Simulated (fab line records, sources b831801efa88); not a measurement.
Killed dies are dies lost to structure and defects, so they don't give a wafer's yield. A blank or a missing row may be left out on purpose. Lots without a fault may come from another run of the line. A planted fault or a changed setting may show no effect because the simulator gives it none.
Chamber matching | flow sky130 | SKY_VIA4_ETCH_12 on rie_diel-01: 4 sister chambers
The step etches SiO2 in C4F8/O2/Ar, stops on TiN, target depth 580 nm. 8 wafers are shown with their chamber, then 7 later ones without.

WAFERS WITH THEIR CHAMBER
wafer  | chamber | oes_product_au (a.u.)
L740.4 | 2       | 0.927
L750.2 | 1       | 0.930
L750.4 | 0       | 0.919
L751.1 | 3       | 0.932
L751.3 | 2       | 0.931
L751.6 | 1       | 0.934
L752.2 | 3       | 0.927
L752.3 | 0       | 0.930

WAFERS WITHOUT THEIR CHAMBER
wafer  | oes_product_au (a.u.)
L752.4 | 0.924
L756.4 | 0.920
L756.5 | 0.921
L756.6 | 0.924
L757.1 | 0.918
L757.3 | 0.932
L757.4 | 0.923

WHICH CHAMBER EACH WENT THROUGH
wafer  | from the rows above               | in truth
L752.4 | can't be placed: 0 or 2 or 3 or 1 | 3
L756.4 | can't be placed: 0 or 2 or 3 or 1 | 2
L756.5 | can't be placed: 0 or 2 or 3 or 1 | 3
L756.6 | can't be placed: 0 or 2 or 3 or 1 | 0
L757.1 | can't be placed: 0 or 2 or 3 or 1 | 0
L757.3 | can't be placed: 1 or 3 or 2 or 0 | 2
L757.4 | can't be placed: 0 or 2 or 3 or 1 | 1
Placed correctly: 0 of 7. Can't be placed from these rows: 7 (the true chamber is among the candidates in 7). Placed wrongly: 0.
How it was worked out, from the rows above alone: a wafer's distance from a chamber is the root of the sum, over the readings, of the square of ((its reading less the chamber's mean) divided by the reading's scatter). The wafer belongs to the nearest chamber; if the next one is less than 2 further off, it can't be placed. A chamber's mean is the mean of its shown wafers. The scatter: the root of (the sum of the squares of (reading less its chamber's mean) over the shown wafers, divided by (wafers less chambers)).
